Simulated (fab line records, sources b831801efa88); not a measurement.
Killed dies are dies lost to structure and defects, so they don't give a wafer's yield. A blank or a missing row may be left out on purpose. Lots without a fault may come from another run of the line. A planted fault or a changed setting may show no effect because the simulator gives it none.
Chamber matching | flow sfq_line | SFQ_TRILAYER_I0_CMP_CMP_028 on cmp-02: 4 sister chambers
The step polishes SiO2. 8 wafers are shown with their chamber, then 8 later ones without.

WAFERS WITH THEIR CHAMBER
wafer  | chamber | motor_current_A (A) | time_to_endpoint_s (s)
L975.4 | 0       | 10.1                | 209
L976.1 | 3       | 9.9                 | 205
L976.5 | 3       | 10.0                | 214
L979.6 | 1       | 8.0                 | 222
L988.2 | 2       | 10.4                | 217
L988.1 | 0       | 10.5                | 210
L988.5 | 1       | 8.0                 | 234
L989.2 | 2       | 10.6                | 207

WAFERS WITHOUT THEIR CHAMBER
wafer  | motor_current_A (A) | time_to_endpoint_s (s)
L989.5 | 10.7                | 204
L989.6 | 9.8                 | 220
L990.1 | 10.2                | 207
L990.4 | 8.2                 | 222
L990.5 | 8.1                 | 225
L993.1 | 8.4                 | 223
L993.5 | 7.9                 | 223
L993.6 | 10.3                | 218

WHICH CHAMBER EACH WENT THROUGH
wafer  | from the rows above          | in truth
L989.5 | can't be placed: 2 or 0      | 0
L989.6 | can't be placed: 3 or 0      | 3
L990.1 | can't be placed: 0 or 3 or 2 | 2
L990.4 | 1                            | 1
L990.5 | 1                            | 1
L993.1 | 1                            | 1
L993.5 | 1                            | 1
L993.6 | can't be placed: 0 or 2 or 3 | 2
Placed correctly: 4 of 8. Can't be placed from these rows: 4 (the true chamber is among the candidates in 4). Placed wrongly: 0.
How it was worked out, from the rows above alone: a wafer's distance from a chamber is the root of the sum, over the readings, of the square of ((its reading less the chamber's mean) divided by the reading's scatter). The wafer belongs to the nearest chamber; if the next one is less than 2 further off, it can't be placed. A chamber's mean is the mean of its shown wafers. The scatter: the root of (the sum of the squares of (reading less its chamber's mean) over the shown wafers, divided by (wafers less chambers)).
